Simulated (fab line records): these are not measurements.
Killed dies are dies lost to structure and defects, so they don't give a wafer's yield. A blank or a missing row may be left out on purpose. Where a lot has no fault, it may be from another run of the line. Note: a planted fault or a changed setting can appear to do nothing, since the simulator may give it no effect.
A single fault, viewed from 2 desks :: flow gf180mcu :: what lay behind the numbers comes last; until then each desk has only its own

FOR THE TOOL OWNER'S DESK: pvdSputter-01
The tool's own readings at GF_CONTACT_SPUTTER_22 (material Ti, target thk 15 nm, time 80.02 s): means of the sampled wafers that have a number, for each lot that ran on this tool. Marked OUT: a lot whose mean sits more than 4 standard deviations from the usual mean, which makes it out of limits; the brackets give that distance.
Columns: A = throttleValvePct at GF_CONTACT_SPUTTER_22, usual 29.9 %
lot: L220
first seen here: day 19 10:35
A: 30.4

lot: L224
first seen here: day 20 21:59
A: 29.5

lot: L226
first seen here: day 21 15:11
A: 30.4

lot: L227
first seen here: day 21 21:44
A: 29.4
Finding of this desk: none of the 4 lots has anything out of limits.

FROM THE METROLOGY DESK
What the gauges read for every lot (on any tool): the sampled wafers with a number, averaged. Marked OUT: a lot whose mean sits more than 4 standard deviations from the usual mean, which makes it out of limits; the brackets give that distance.
Columns: A = cdNm at GF_CONTACT_CD_MEAS_14, usual 220.4 nm; B = CONTACT_OVL at GF_CONTACT_OVL_MEAS_15, usual 0 nm
lot: L218
first seen here: day 18 20:10
A: 219.3
B: 6

lot: L220
first seen here: day 19 09:59
A: 220.1
B: 3

lot: L224
first seen here: day 20 21:26
A: 223.2
B: -8

lot: L226
first seen here: day 21 14:37
A: 220.6
B: 4

lot: L227
first seen here: day 21 21:10
A: 218.4
B: 0

lot: L232
first seen here: day 23 12:32
A: 218.6
B: -1

lot: L234
first seen here: day 24 06:20
A: 221.6
B: 5
Finding of this desk: none of the 7 lots has anything out of limits.

ALL TOGETHER
The desk of the tool owner found nothing out of limits.
From the metrology desk's view, nothing was out of limits.

WHAT HAD BEEN PUT IN BY THE SIMULATOR
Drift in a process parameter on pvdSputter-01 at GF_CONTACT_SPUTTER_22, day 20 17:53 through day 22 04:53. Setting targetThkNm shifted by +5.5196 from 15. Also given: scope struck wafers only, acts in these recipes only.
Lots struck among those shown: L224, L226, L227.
